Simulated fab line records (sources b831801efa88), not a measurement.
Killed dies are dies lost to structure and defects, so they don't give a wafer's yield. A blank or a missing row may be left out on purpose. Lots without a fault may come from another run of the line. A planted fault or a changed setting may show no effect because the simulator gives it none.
A single fault, viewed from 2 desks	flow sky130	what lay behind the numbers comes last; until then each desk has only its own

## FROM THE METROLOGY DESK
What the gauges read, lot by lot, whatever tool the lot ran on: means of the sampled wafers that have a number. Any lot whose mean is over 4 standard deviations away from the usual mean is out of limits and marked OUT; that distance is given in the brackets.
Columns: A = PASSIVATION_CVD_02_THK at SKY_PASSIVATION_THK_MEAS_03, usual 537 nm
lot	first seen here	A
L327	day 44 00:16	543
L328	day 44 04:34	538
L331	day 45 02:44	535
L332	day 45 07:22	543
L334	day 45 20:21	534
L335	day 46 04:10	537
L337	day 46 17:27	537
L338	day 46 22:37	540
L340	day 47 05:02	532
L341	day 47 17:40	531
L343	day 48 04:12	537
L344	day 48 08:14	539
This desk's verdict: no lot among the 12 shows anything out of limits.

## TOOL OWNER'S DESK, rie diel-03
The tool's own readings at SKY_POLY_CUT_ETCH_11 (etches Si3N4 in CF4/CH2F2/Ar, stops on poly-Si, time 42.5 s, target depth 60 nm): means of the sampled wafers that have a number, for each lot that ran on this tool. Any lot whose mean is over 4 standard deviations away from the usual mean is out of limits and marked OUT; that distance is given in the brackets.
Columns: A = drypump motor current A at SKY_POLY_CUT_ETCH_11, usual 5.7 A; B = oes product au at SKY_POLY_CUT_ETCH_11, usual 0.830 a.u.; C = throttle valve pct at SKY_POLY_CUT_ETCH_11, usual 14.994 %
lot	first seen here	A	B	C
L327	day 24 10:17	5.8	0.823	14.986
L328	day 24 15:56	5.1	0.831	14.993
L332	day 26 00:50	5.7	0.828	14.996
L338	day 28 09:50	5.7	0.820	15.009
L340	day 28 16:36	5.5	0.826	14.996
L341	day 29 13:05	5.8	0.839	14.993
L344	day 30 07:47	5.0	0.835	15.003
This desk's verdict: no lot among the 7 shows anything out of limits.

## PUT TOGETHER
At the metrology desk, nothing out of limits was observed.
The tool owner's desk saw nothing out of limits.

## WHAT WAS PUT IN BY THE SIMULATOR
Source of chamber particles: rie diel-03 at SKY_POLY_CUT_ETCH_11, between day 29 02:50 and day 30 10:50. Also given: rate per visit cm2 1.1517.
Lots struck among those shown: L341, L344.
